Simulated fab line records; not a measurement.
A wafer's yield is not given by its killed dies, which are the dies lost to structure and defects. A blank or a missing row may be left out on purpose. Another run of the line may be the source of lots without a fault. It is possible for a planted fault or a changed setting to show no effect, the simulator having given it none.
fab line records	flow sky130
record lots=5	wafers=27
route steps=708 shown FIELD_ISO@19 VT_ADJUST_HVTR@137 GATE_OXIDE@203 METAL2@486 VIA2@521 METAL4@628 VIA4@639
startH: start of the lot's first displayed wafer, in hours after the record's first day	waitH: hours from the lot's prior step to this one	" repeats the value in the row above	L1.1+2: one row covering several wafers at once	- no value present, or no start provided	* or withheld: withheld	< > ~ a bound
route shown NAME@n: names a module that has steps shown in the file, with the first one's number in the route	usual: mean/standard deviation taken from wafers without a fault	same: alike in all rows	chamber/n: place in a boat	sites: the reading at each site	_std_site: standard deviation of those values	_edge_site: the outer-site mean with the inner-site mean subtracted	radiusMm: how far each site lies from the wafer's centre	mask NAME#n: copy n	behind: the most recent tool/chamber to have shaped the wafer	hold: why the lot was held/for how many hours/how that ended	device: the transistor (n, p or np) that didn't switch	end of line: the route-end tests of the same wafers	a step with no rows: only its recipe	killed: at the first sort, the dies lost to defects and structure; wafer yield is something else	map: per-die view of a wafer (x killed, . not killed, _ where there is no die)
set.NAME: the setting the step ran with; set.NAME@STEP: the setting that earlier step ran with	model.NAME: the simulator's own value behind a step, which no gauge read
lots where settings were altered on purpose, with a table for each step and a row for each wafer
## steps
# step SKY_FIELD_ISO_WET_ETCH_18
# recipe chemistry=H3PO4	targetDepthNm=25	tempC=160	target=Si3N4	timeS=286
lot.wafer	tool	chamber	startH	waitH	set.timeS	model.Si3N4_of_FIELD_ISO_CVD_03.thkNm
L076.1	-	-	-	0.0	365.1	120.1
L076.2	"	-	"	"	365.1	121.7
L076.3	"	-	"	"	365.1	121
L076.4+5	"	-	"	"	365.1	120.5
L076.6	"	-	"	"	365.1	120.3
L077.1	wetBench-04	0	46.13	0.0	286	125
L077.3	"	0	"	"	286	125.3
L077.4	"	0	"	"	286	126.7
L078.1+5	-	-	-	0.0	345.2	116.9
L078.2	"	-	"	"	345.2	117.5
L078.3	"	-	"	"	345.2	116.6
L078.4	"	-	"	"	345.2	115
L078.6	"	-	"	"	345.2	117.4
L080.1	-	-	-	0.0	365.3	118.4
L080.2+4	"	-	"	"	365.3	119.9
L080.3	"	-	"	"	365.3	119.5
L080.5	"	-	"	"	365.3	120
L080.6	"	-	"	"	365.3	119.2
L085.1	-	-	-	0.0	223.6	129.7
L085.2	"	-	"	"	223.6	130.7
L085.3+5	"	-	"	"	223.6	130.1
L085.4	"	-	"	"	223.6	129.6
L085.6	"	-	"	"	223.6	131.1
# step SKY_VT_ADJUST_HVTR_DEVELOP_06
# recipe developTimeS=60	devTempC=23
lot.wafer	tool	chamber	startH	waitH	set.developTimeS
L076.1+5+6	lithoTrack-02	0	220.96	0.1	50.48
L076.2+3+4	"	0	"	"	60
L077.1+3+4	lithoTrack-01	0	229.34	0.1	60
L078.1+5+6	lithoTrack-04	0	234.44	0.1	84.94
L078.2+3+4	"	0	"	"	60
L080.1+2+3+4+5+6	lithoTrack-02	0	247.46	0.1	60
L085.1+2+3	lithoTrack-02	0	285.76	0.1	69.11
L085.4+5+6	"	0	"	"	60
# step SKY_VT_ADJUST_HVTR_CD_MEAS_07
# recipe targetCdNm=380
# usual cdNm=380.7/2
lot.wafer	tool	chamber	startH	waitH	set.developTimeS@VT_ADJUST_HVTR_DEVELOP_06	cdNm
L076.1	cdSem-02	-	221.11	0.1	50.48	359.8
L076.2	"	-	"	"	60	378.7
L076.3	"	-	"	"	60	379.3
L076.4	"	-	"	"	60	381.9
L076.5	"	-	"	"	50.48	362.3
L076.6	"	-	"	"	50.48	361.0
L077.1	cdSem-01	-	229.49	0.1	60	379.6
L077.3	"	-	"	"	60	378.4
L077.4	"	-	"	"	60	381.4
L078.1	cdSem-01	-	234.59	0.1	84.94	414.8
L078.2	"	-	"	"	60	380.1
L078.3	"	-	"	"	60	380.0
L078.4	"	-	"	"	60	381.3
L078.5	"	-	"	"	84.94	412.9
L078.6	"	-	"	"	84.94	414.0
L080.1	cdSem-01	-	247.61	0.1	60	378.9
L080.2	"	-	"	"	60	380.4
L080.3	"	-	"	"	60	379.6
L080.4	"	-	"	"	60	380.3
L080.5	"	-	"	"	60	380.0
L080.6	"	-	"	"	60	378.5
L085.1	cdSem-01	-	285.91	0.1	69.11	394.6
L085.2	"	-	"	"	69.11	393.3
L085.3	"	-	"	"	69.11	394.8
L085.4	"	-	"	"	60	379.6
L085.5	"	-	"	"	60	378.0
L085.6	"	-	"	"	60	380.4
# step SKY_GATE_OXIDE_OXIDATION_16
# recipe tempC=800	ambient=O2	idleTempC=700	rampUpCPerMin=10	rampDownCPerMin=3	stabiliseS=600	purgeS=300	targetThkA=35.7	oxTimeS=1915
lot.wafer	tool	chamber	startH	waitH	set.oxTimeS	model.SiO2_of_GATE_OXIDE_OXIDATION_01.thkNm
L076.1+6	-	-	-	0.0	2508	12.09
L076.2	"	-	"	"	2508	12.22
L076.3+5	"	-	"	"	2508	12.15
L076.4	"	-	"	"	2508	12.05
L077.1	furnace-01	0	336.63	0.1	1915	11.51
L077.3	"	0	"	"	1915	11.47
L077.4	"	0	"	"	1915	11.43
L078.1+4	-	-	-	0.7	1495	10.85
L078.2	"	-	"	"	1495	10.9
L078.3	"	-	"	"	1495	11
L078.5	"	-	"	"	1495	10.8
L078.6	"	-	"	"	1495	11.03
L080.1	-	-	-	0.2	1364	11.06
L080.2	"	-	"	"	1364	10.87
L080.3	"	-	"	"	1364	11.11
L080.4	"	-	"	"	1364	11.01
L080.5	"	-	"	"	1364	10.73
L080.6	"	-	"	"	1364	10.74
L085.1	-	-	-	0.5	1496	11.28
L085.2	"	-	"	"	1496	11.35
L085.3	"	-	"	"	1496	11.22
L085.4	"	-	"	"	1496	11.3
L085.5	"	-	"	"	1496	11.21
L085.6	"	-	"	"	1496	11.1
# step SKY_METAL2_SPUTTER_03
# recipe material=Ti	targetThkNm=5	powerW=3000	timeS=3.3	chamberPressurePa=0.4
lot.wafer	tool	chamber	startH	waitH	set.timeS	model.Ti_of_METAL2_SPUTTER_03.thkNm
L076.1	pvdSputter-03	-	813.91	0.0	3.3	4.789
L076.2	"	-	"	"	4.403	6.497
L076.3	"	-	"	"	4.403	6.554
L076.4	"	-	"	"	3.3	4.99
L076.5	"	-	"	"	3.3	4.924
L076.6	"	-	"	"	4.403	6.582
L077.1	pvdSputter-03	-	815.33	0.0	3.3	5.03
L077.3	"	-	"	"	3.3	5.044
L077.4	"	-	"	"	3.3	4.975
L078.1	pvdSputter-03	-	827.65	0.0	3.3	4.821
L078.2	"	-	"	"	3.3	4.924
L078.3	"	-	"	"	3.3	4.857
L078.4	"	-	"	"	3.3	4.871
L078.5	"	-	"	"	3.3	4.902
L078.6	"	-	"	"	3.3	5.003
L080.1	pvdSputter-03	-	842.53	0.0	1.988	2.958
L080.2	"	-	"	"	3.3	5.026
L080.3	"	-	"	"	3.3	5.085
L080.4	"	-	"	"	1.988	3.007
L080.5	"	-	"	"	1.988	3.021
L080.6	"	-	"	"	3.3	5.051
L085.1	pvdSputter-03	-	882.93	0.0	3.3	4.918
L085.2	"	-	"	"	3.3	4.884
L085.3	"	-	"	"	3.971	5.864
L085.4	"	-	"	"	3.971	5.857
L085.5	"	-	"	"	3.3	4.897
L085.6	"	-	"	"	3.971	5.905
# step SKY_VIA2_ETCH_14
# recipe chemistry=N2/H2	target=BARC	ionEnergyEv=200	sourceW=500	biasW=100	pressureMtorr=30	n2FlowSccm=100	h2FlowSccm=200	stopOn=SiO2	timeS=45.9	targetDepthA=600
# usual oesProductAu=0.856/0.0051
lot.wafer	tool	chamber	startH	waitH	set.timeS	oesProductAu	model.KrF-thick_of_VIA2_COAT_07.thkNm
L076.1	rieDiel-03	2	869.40	0.0	55.65	0.824	383.1
L076.2	"	1	"	"	55.65	0.820	384.7
L076.3	"	0	"	"	45.9	0.856	392.5
L076.4	"	3	"	"	45.9	0.854	393.6
L076.5	"	2	"	"	55.65	0.825	384.3
L076.6	"	1	"	"	45.9	0.856	392.9
L077.1	rieDiel-01	1	870.15	0.0	45.9	0.855	391.7
L077.3	"	3	"	"	45.9	0.852	393.7
L077.4	"	0	"	"	45.9	0.853	392.6
L078.1	rieDiel-02	1	881.78	0.0	45.9	0.849	394.8
L078.2	"	3	"	"	62.87	0.797	380.4
L078.3	"	0	"	"	62.87	0.801	379.5
L078.4	"	2	"	"	45.9	0.855	394.6
L078.5	"	3	"	"	62.87	0.800	379.7
L078.6	"	0	"	"	45.9	0.850	394.3
L080.1	rieDiel-03	0	897.20	0.0	45.9	0.868	390.4
L080.2	"	3	"	"	45.9	0.860	391.6
L080.3	"	2	"	"	45.9	0.851	392.8
L080.4	"	1	"	"	64.74	0.804	374.7
L080.5	"	1	"	"	64.74	0.803	375
L080.6	"	2	"	"	64.74	0.804	375.2
L085.1	rieDiel-03	1	935.40	0.0	45.9	0.857	393.5
L085.2	"	3	"	"	20.31	1.001	417.6
L085.3	"	0	"	"	45.9	0.857	392.5
L085.4	"	2	"	"	20.31	0.999	417.5
L085.5	"	1	"	"	20.31	1.001	416.9
L085.6	"	2	"	"	45.9	0.860	392.3
# step SKY_VIA2_ETCH_15
# recipe target=SiO2	chemistry=C4F8/O2/Ar	targetDepthNm=546	stopOn=TiN	maskMaterial=KrF-thick	sourceW=1500	biasW=1200	pressureMtorr=40	c4f8FlowSccm=withheld	O2_flow_sccm=6	Ar_flow_sccm=300	timeS=84
lot.wafer	tool	chamber	startH	waitH	set.timeS@VIA2_ETCH_14	model.KrF-thick_of_VIA2_COAT_07.thkNm
L076.1	rieDiel-03	2	869.45	0.0	55.65	274
L076.2	"	1	"	"	55.65	275.1
L076.3	"	0	"	"	45.9	280.3
L076.4	"	3	"	"	45.9	284.3
L076.5	"	2	"	"	55.65	275.2
L076.6	"	1	"	"	45.9	283.1
L077.1	rieDiel-01	1	870.19	0.0	45.9	279.7
L077.3	"	3	"	"	45.9	283.9
L077.4	"	0	"	"	45.9	282
L078.1	rieDiel-02	1	881.83	0.0	45.9	287.1
L078.2	"	3	"	"	62.87	274.8
L078.3	"	0	"	"	62.87	271.8
L078.4	"	2	"	"	45.9	286.4
L078.5	"	3	"	"	62.87	274.9
L078.6	"	0	"	"	45.9	287.2
L080.1	rieDiel-03	0	897.24	0.0	45.9	277.8
L080.2	"	3	"	"	45.9	283
L080.3	"	2	"	"	45.9	284.7
L080.4	"	1	"	"	64.74	266
L080.5	"	1	"	"	64.74	265.9
L080.6	"	2	"	"	64.74	267
L085.1	rieDiel-03	1	935.44	0.0	45.9	284.5
L085.2	"	3	"	"	20.31	308.6
L085.3	"	0	"	"	45.9	281.2
L085.4	"	2	"	"	20.31	309.6
L085.5	"	1	"	"	20.31	307.3
L085.6	"	2	"	"	45.9	283.7
# step SKY_VIA2_STRIP_16
# recipe chemistry=O2/N2	powerW=1400	pressureMtorr=1500	platenTempC=withheld	o2FlowSccm=3000	n2FlowSccm=300	overashFraction=0.5
# usual stripTimeToEndpointS=4.056/0.027
lot.wafer	tool	chamber	startH	waitH	set.timeS@VIA2_ETCH_14	stripTimeToEndpointS
L076.1	plasmaAsher-01	0	869.51	0.0	55.65	3.959
L076.2	"	1	"	"	55.65	3.968
L076.3	"	0	"	"	45.9	4.001
L076.4	"	1	"	"	45.9	4.075
L076.5	"	0	"	"	55.65	3.966
L076.6	"	1	"	"	45.9	4.042
L077.1	plasmaAsher-03	0	870.25	0.0	45.9	4.006
L077.3	"	1	"	"	45.9	4.048
L077.4	"	0	"	"	45.9	4.032
L078.1	plasmaAsher-01	0	881.89	0.0	45.9	4.087
L078.2	"	1	"	"	62.87	3.947
L078.3	"	0	"	"	62.87	3.933
L078.4	"	1	"	"	45.9	4.082
L078.5	"	0	"	"	62.87	3.942
L078.6	"	1	"	"	45.9	4.083
L080.1	plasmaAsher-04	0	897.30	0.0	45.9	3.985
L080.2	"	1	"	"	45.9	4.037
L080.3	"	1	"	"	45.9	4.048
L080.4	"	0	"	"	64.74	3.841
L080.5	"	1	"	"	64.74	3.869
L080.6	"	0	"	"	64.74	3.885
L085.1	plasmaAsher-03	1	935.50	0.0	45.9	4.063
L085.2	"	0	"	"	20.31	4.318
L085.3	"	0	"	"	45.9	4.015
L085.4	"	1	"	"	20.31	4.327
L085.5	"	1	"	"	20.31	4.303
L085.6	"	0	"	"	45.9	4.058
# step SKY_METAL4_DEVELOP_12
# recipe developTimeS=60	resist=KrF-thick	devTempC=21
lot.wafer	tool	chamber	startH	waitH	set.developTimeS
L076.1+2+3+4+5+6	lithoTrack-02	0	-	-	60
L077.1+3+4	lithoTrack-03	0	-	-	60
L078.1+3+6	lithoTrack-02	0	-	-	41.68
L078.2+4+5	"	0	"	"	60
L080.1+5+6	lithoTrack-02	0	-	-	84.02
L080.2+3+4	"	0	"	"	60
L085.1+4+6	lithoTrack-03	0	-	-	60
L085.2+3+5	"	0	"	"	85.26
# step SKY_METAL4_CD_MEAS_13
# recipe targetCdNm=300
# usual cdNm=300.3/1.3
lot.wafer	tool	chamber	startH	waitH	set.developTimeS@METAL4_DEVELOP_12	cdNm
L076.1	cdSem-01	-	999.36	-	60	302.2
L076.2	"	-	"	"	60	301.8
L076.3	"	-	"	"	60	301.4
L076.4	"	-	"	"	60	299.8
L076.5	"	-	"	"	60	300.4
L076.6	"	-	"	"	60	301.9
L077.1	cdSem-01	-	1000.53	-	60	298.7
L077.3	"	-	"	"	60	300.2
L077.4	"	-	"	"	60	299.0
L078.1	cdSem-01	-	1010.86	-	41.68	309.7
L078.2	"	-	"	"	60	301.5
L078.3	"	-	"	"	41.68	308.6
L078.4	"	-	"	"	60	302.3
L078.5	"	-	"	"	60	302.6
L078.6	"	-	"	"	41.68	308.7
L080.1	cdSem-02	-	1022.31	-	84.02	293.5
L080.2	"	-	"	"	60	300.7
L080.3	"	-	"	"	60	300.9
L080.4	"	-	"	"	60	300.1
L080.5	"	-	"	"	84.02	294.3
L080.6	"	-	"	"	84.02	294.0
L085.1	cdSem-02	-	1060.68	-	60	301.7
L085.2	"	-	"	"	85.26	-
L085.3	"	-	"	"	85.26	293.2
L085.4	"	-	"	"	60	-
L085.5	"	-	"	"	85.26	-
L085.6	"	-	"	"	60	300.0
# step SKY_METAL4_DESCUM_15
# recipe chemistry=O2	sourcePowerW=150	biasPowerW=0	pressureMtorr=10	tempC=40	timeS=8
lot.wafer	tool	chamber	startH	waitH	set.developTimeS@METAL4_DEVELOP_12	model.METAL4.cdNm
L076.1	rieMetal-04	1	999.51	0.0	60	303.4
L076.2	"	0	"	"	60	301.7
L076.3	"	0	"	"	60	301.8
L076.4	"	1	"	"	60	300.7
L076.5	"	0	"	"	60	300.6
L076.6	"	1	"	"	60	302.7
L077.1	rieMetal-04	1	1000.68	0.0	60	299.9
L077.3	"	1	"	"	60	301.6
L077.4	"	0	"	"	60	298.8
L078.1	rieMetal-02	1	1011.01	0.0	41.68	309.5
L078.2	"	0	"	"	60	301.4
L078.3+6	"	0	"	"	41.68	308.2
L078.4	"	1	"	"	60	302.1
L078.5	"	1	"	"	60	302
L080.1	rieMetal-02	1	1022.46	0.0	84.02	292.8
L080.2	"	0	"	"	60	300.5
L080.3	"	0	"	"	60	300.9
L080.4	"	1	"	"	60	299.4
L080.5	"	1	"	"	84.02	293.8
L080.6	"	0	"	"	84.02	294.5
L085.1	rieMetal-04	1	1060.83	0.0	60	301.8
L085.2	"	0	"	"	85.26	292.6
L085.3	"	1	"	"	85.26	293.8
L085.4	"	0	"	"	60	301.1
L085.5	"	1	"	"	85.26	295.4
L085.6	"	0	"	"	60	299.6
# step SKY_METAL4_ETCH_16
# recipe chemistry=N2/H2	target=BARC	ionEnergyEv=200	biasW=100	pressureMtorr=30	n2FlowSccm=100	h2FlowSccm=200	icpW=500	stopOn=SiO2	timeS=88.2	targetDepthA=600
lot.wafer	tool	chamber	startH	waitH	set.developTimeS@METAL4_DEVELOP_12	model.METAL4.cdNm
L076.1	rieMetal-04	1	999.55	0.0	60	304.1
L076.2	"	0	"	"	60	301.2
L076.3	"	0	"	"	60	301.4
L076.4	"	1	"	"	60	301
L076.5	"	0	"	"	60	299.9
L076.6	"	1	"	"	60	302.9
L077.1	rieMetal-04	1	1000.72	0.0	60	301.6
L077.3	"	1	"	"	60	302.4
L077.4	"	0	"	"	60	298.9
L078.1	rieMetal-02	1	1011.05	0.0	41.68	311.7
L078.2	"	0	"	"	60	300.8
L078.3	"	0	"	"	41.68	307.9
L078.4	"	1	"	"	60	303.7
L078.5	"	1	"	"	60	303.1
L078.6	"	0	"	"	41.68	308.3
L080.1	rieMetal-02	1	1022.50	0.0	84.02	293.5
L080.2	"	0	"	"	60	299.5
L080.3	"	0	"	"	60	300.7
L080.4	"	1	"	"	60	300.2
L080.5	"	1	"	"	84.02	294.8
L080.6	"	0	"	"	84.02	294.2
L085.1	rieMetal-04	1	1060.86	0.0	60	302.8
L085.2	"	0	"	"	85.26	292.5
L085.3	"	1	"	"	85.26	294.1
L085.4	"	0	"	"	60	301.4
L085.5	"	1	"	"	85.26	295.9
L085.6	"	0	"	"	60	299.5
# step SKY_METAL4_ETCH_17
# recipe target=SiO2	stopOn=TiN	chemistry=C4F8/O2/Ar	sourceW=1472	biasW=1200	pressureMtorr=40	c4f8FlowSccm=withheld	O2_flow_sccm=6	Ar_flow_sccm=300	timeS=3.9	targetDepthA=150
# step SKY_METAL4_METAL_ETCH_18
# recipe targetDepthA=8450	stopOn=SiO2	overEtchFrac=0.3	timeS=183.1	chemistry=Cl2/BCl3	resistSidewallDeg=88	pressureMtorr=10	icpW=900	biasW=48.5	Cl2_flow_sccm=60	bcl3FlowSccm=30
lot.wafer	tool	chamber	startH	waitH	set.developTimeS@METAL4_DEVELOP_12	model.METAL4.cdNm
L076.1	rieMetal-01	0	999.66	0.0	60	308
L076.2	"	1	"	"	60	302.5
L076.3	"	0	"	"	60	301.6
L076.4	"	1	"	"	60	303.2
L076.5	"	1	"	"	60	300.8
L076.6	"	0	"	"	60	303.9
L077.1	rieMetal-01	0	1000.83	0.0	60	299.7
L077.3	"	1	"	"	60	302.5
L077.4	"	0	"	"	60	300.3
L078.1	rieMetal-01	1	1011.16	0.0	41.68	306.9
L078.2	"	0	"	"	60	297.5
L078.3+6	"	1	"	"	41.68	306.3
L078.4	"	0	"	"	60	299.9
L078.5	"	0	"	"	60	300.1
L080.1	rieMetal-01	1	1022.61	0.0	84.02	290.6
L080.2	"	0	"	"	60	300.8
L080.3	"	1	"	"	60	300.1
L080.4	"	0	"	"	60	303.8
L080.5	"	0	"	"	84.02	298.3
L080.6	"	1	"	"	84.02	294.9
L085.1	rieMetal-02	0	1060.98	0.0	60	312.4
L085.2	"	1	"	"	85.26	298.9
L085.3	"	1	"	"	85.26	299.1
L085.4	"	0	"	"	60	311.4
L085.5	"	1	"	"	85.26	300.9
L085.6	"	0	"	"	60	307
# step SKY_VIA4_HDPCVD_00
# recipe material=SiO2	targetThkNm=1750	sigmaOpenFrac=0.3	timeS=291.7	tempC=400	sih4FlowSccm=60	pressureMtorr=6
lot.wafer	tool	chamber	startH	waitH	set.timeS	model.SiO2_of_VIA4_HDPCVD_00.thkNm
L076.1	hdpcvd-01	0	1000.47	0.0	422.4	2542
L076.2	"	1	"	"	291.7	1760
L076.3	"	2	"	"	291.7	1759
L076.4	"	0	"	"	422.4	2543
L076.5	"	2	"	"	291.7	1757
L076.6	"	1	"	"	422.4	2541
L077.1	hdpcvd-02	2	1001.61	0.0	291.7	1763
L077.3	"	0	"	"	291.7	1717
L077.4	"	2	"	"	291.7	1767
L078.1	hdpcvd-02	1	1011.97	0.0	291.7	1732
L078.2	"	0	"	"	291.7	1738
L078.3	"	2	"	"	291.7	1717
L078.4	"	1	"	"	291.7	1724
L078.5	"	2	"	"	291.7	1710
L078.6	"	0	"	"	291.7	1723
L080.1	hdpcvd-02	1	1023.48	0.0	291.7	1751
L080.2	"	0	"	"	291.7	1761
L080.3	"	2	"	"	291.7	1745
L080.4	"	0	"	"	291.7	1775
L080.5	"	2	"	"	291.7	1735
L080.6	"	1	"	"	291.7	1729
L085.1	hdpcvd-01	2	1061.83	0.0	147.9	889.1
L085.2	"	0	"	"	147.9	908.1
L085.3	"	1	"	"	147.9	907.6
L085.4	"	0	"	"	291.7	1760
L085.5	"	1	"	"	291.7	1745
L085.6	"	2	"	"	291.7	1766
# step SKY_VIA4_THK_MEAS_01
# recipe reads=SiO2_of_VIA4_HDPCVD_00
# usual VIA4_HDPCVD_THK=1748/18
lot.wafer	tool	chamber	startH	waitH	set.timeS@VIA4_HDPCVD_00	VIA4_HDPCVD_THK[nm]
L076.1	filmMetro-02	-	1000.65	0.1	422.4	2542
L076.2	"	-	"	"	291.7	1761
L076.3	"	-	"	"	291.7	1757
L076.4	"	-	"	"	422.4	2543
L076.5	"	-	"	"	291.7	1757
L076.6	"	-	"	"	422.4	2541
L077.1	filmMetro-03	-	1001.79	0.1	291.7	1764
L077.3	"	-	"	"	291.7	1717
L077.4	"	-	"	"	291.7	1767
L078.1	filmMetro-01	-	1012.15	0.1	291.7	1732
L078.2	"	-	"	"	291.7	1738
L078.3	"	-	"	"	291.7	1716
L078.4	"	-	"	"	291.7	1724
L078.5	"	-	"	"	291.7	1711
L078.6	"	-	"	"	291.7	1723
L080.1	filmMetro-01	-	1023.66	0.1	291.7	1752
L080.2	"	-	"	"	291.7	1762
L080.3	"	-	"	"	291.7	1744
L080.4	"	-	"	"	291.7	1775
L080.5	"	-	"	"	291.7	1735
L080.6	"	-	"	"	291.7	1730
L085.1	filmMetro-03	-	1062.01	0.1	147.9	889
L085.2	"	-	"	"	147.9	908
L085.3	"	-	"	"	147.9	908
L085.4	"	-	"	"	291.7	1760
L085.5	"	-	"	"	291.7	1745
L085.6	"	-	"	"	291.7	1765
## key
split step=SKY_FIELD_ISO_WET_ETCH_18	setting=timeS	stated=286	by=lot
response step=SKY_FIELD_ISO_WET_ETCH_18	reading=model.Si3N4_of_FIELD_ISO_CVD_03.thkNm	change=-0.228	per=1%	r=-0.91
split step=SKY_VT_ADJUST_HVTR_DEVELOP_06	setting=developTimeS	stated=60	by=wafer
response step=SKY_VT_ADJUST_HVTR_CD_MEAS_07	reading=cdNm	change=+0.866	per=1%	r=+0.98
split step=SKY_GATE_OXIDE_OXIDATION_16	setting=oxTimeS	stated=1915	by=lot
response step=SKY_GATE_OXIDE_OXIDATION_16	reading=model.SiO2_of_GATE_OXIDE_OXIDATION_01.thkNm	change=+0.0199	per=1%	r=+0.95
split step=SKY_METAL2_SPUTTER_03	setting=timeS	stated=3.3	by=wafer
response step=SKY_METAL2_SPUTTER_03	reading=model.Ti_of_METAL2_SPUTTER_03.thkNm	change=+0.0503	per=1%	r=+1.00
split step=SKY_VIA2_ETCH_14	setting=timeS	stated=45.9	by=wafer
response step=SKY_VIA2_ETCH_14	reading=oesProductAu	change=-0.00194	per=1%	r=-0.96
response step=SKY_VIA2_ETCH_14	reading=model.KrF-thick_of_VIA2_COAT_07.thkNm	change=-0.421	per=1%	r=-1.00
response step=SKY_VIA2_ETCH_15	reading=model.KrF-thick_of_VIA2_COAT_07.thkNm	change=-0.408	per=1%	r=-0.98
response step=SKY_VIA2_STRIP_16	reading=stripTimeToEndpointS	change=*	per=1%	r=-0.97
split step=SKY_METAL4_DEVELOP_12	setting=developTimeS	stated=60	by=wafer
response step=SKY_METAL4_CD_MEAS_13	reading=cdNm	change=-0.185	per=1%	r=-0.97
response step=SKY_METAL4_DESCUM_15	reading=model.METAL4.cdNm	change=-0.177	per=1%	r=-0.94
response step=SKY_METAL4_ETCH_16	reading=model.METAL4.cdNm	change=-0.172	per=1%	r=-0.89
response step=SKY_METAL4_METAL_ETCH_18	reading=model.METAL4.cdNm	change=-0.22	per=1%	r=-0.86
split step=SKY_VIA4_HDPCVD_00	setting=timeS	stated=291.7	by=wafer
response step=SKY_VIA4_HDPCVD_00	reading=model.SiO2_of_VIA4_HDPCVD_00.thkNm	change=+17.4	per=1%	r=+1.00
response step=SKY_VIA4_THK_MEAS_01	reading=VIA4_HDPCVD_THK	change=+17.4	per=1%	r=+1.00
